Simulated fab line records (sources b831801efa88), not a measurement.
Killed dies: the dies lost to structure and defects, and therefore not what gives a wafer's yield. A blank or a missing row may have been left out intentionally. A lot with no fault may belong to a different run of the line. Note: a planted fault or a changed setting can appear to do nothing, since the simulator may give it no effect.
Which tool is to blame? + flow sky130 + 15 lots, 45 wafers sampled, at 2 steps of a route of 708

== WHAT THE GAUGES SHOWED, per wafer ==
SKY_LDD_N_TW_MEAS_17.
| lot  | measured     | on            | LDD_N_TW       |
|------|--------------|---------------|----------------|
| L290 | day 17 11:32 | film-metro-04 | 2571 2559 2554 |
| L291 | day 17 23:04 | film-metro-01 | 2591 2588 2584 |
| L292 | day 18 07:28 | film-metro-01 | 2569 2577 2569 |
| L293 | day 18 22:14 | film-metro-01 | 2570 2574 2553 |
| L294 | day 19 03:13 | film-metro-01 | 2585 2599 2592 |
| L295 | day 19 16:38 | film-metro-04 | 2567 2573 2579 |
| L302 | day 22 08:33 | film-metro-01 | 2562 2561 2579 |
| L303 | day 22 17:25 | film-metro-03 | 2577 2573 2573 |
| L305 | day 23 04:42 | film-metro-04 | 2571 2587 2580 |
| L306 | day 23 17:13 | film-metro-01 | 2592 2595 2593 |
| L308 | day 24 05:59 | film-metro-01 | 2581 2578 2578 |
| L309 | day 24 13:30 | film-metro-03 | 2591 2581 2587 |
| L311 | day 25 05:55 | film-metro-04 | 2565 2574 2560 |
| L312 | day 25 15:19 | film-metro-01 | 2548 2557 2561 |
| L313 | day 25 21:43 | film-metro-04 | 2571 2559 2563 |

SKY_SPACER_THK_MEAS_01.
| lot  | measured     | on            | SPACER_CVD_00_THK (nm) |
|------|--------------|---------------|------------------------|
| L290 | day 22 17:40 | film-metro-04 | 43.3 43.2 43.6         |
| L291 | day 23 09:07 | film-metro-03 | 42.7 42.4 43.2         |
| L292 | day 23 12:05 | film-metro-02 | 43.3 42.9 43.4         |
| L293 | day 24 04:35 | film-metro-04 | 43.7 43.2 43.7         |
| L294 | day 24 13:37 | film-metro-02 | 43.5 43.9 44.3         |
| L295 | day 24 20:08 | film-metro-03 | 42.2 42.4 42.4         |
| L302 | day 27 09:23 | film-metro-02 | 42.5 42.5 42.8         |
| L303 | day 27 16:50 | film-metro-04 | 42.7 42.6 42.2         |
| L305 | day 28 04:12 | film-metro-03 | 42.9 42.8 43.2         |
| L306 | day 28 17:53 | film-metro-03 | 43.3 43.3 43.0         |
| L308 | day 29 03:17 | film-metro-02 | 42.9 42.5 42.9         |
| L309 | day 29 13:08 | film-metro-04 | 43.1 43.0 43.2         |
| L311 | day 30 02:43 | film-metro-04 | 43.3 43.0 43.2         |
| L312 | day 30 12:16 | film-metro-04 | 43.3 43.3 43.3         |
| L313 | day 30 16:37 | film-metro-03 | 42.8 43.0 43.1         |

== WHAT TOOL EACH LOT RAN ON (gives the tool, then ch and the chambers of the sampled wafers, and finally the start) ==
There is no process step in the record ahead of these readings.

== AS READ BY THE TOOLS THEMSELVES (means over the sampled wafers that have a number; for cases with no such wafer, the mark the record gives instead) ==
The record holds no such reading with a usual standard deviation.

== THE ANSWER, worked out from the rows above alone ==
Rule: what is usual is taken from the lots themselves. The widest of any qualifying gaps counts: lots, ordered by their means at a reading, are off when they make up no more than a third of the lots, leave a main group of 4 or more, and stand apart from it by 3 or more times the standard deviation of that group's means. A main group is skipped when, at the precision printed for the reading in the tables above, its means are all equal. Also off: a lot with no number at a reading for which 4 or more lots have one. All remaining lots with rows at the step are treated as sound. After the gauges, taken in route order, come the tools' own readings; for these a lot's mean is taken, as printed above. At the first step where some lot is off, the reading lying furthest off is the one used; lots without a number count as furthest.
No lot is off at any reading shown: from this, nothing can be told.

== WHAT HAD BEEN PUT IN BY THE SIMULATOR ==
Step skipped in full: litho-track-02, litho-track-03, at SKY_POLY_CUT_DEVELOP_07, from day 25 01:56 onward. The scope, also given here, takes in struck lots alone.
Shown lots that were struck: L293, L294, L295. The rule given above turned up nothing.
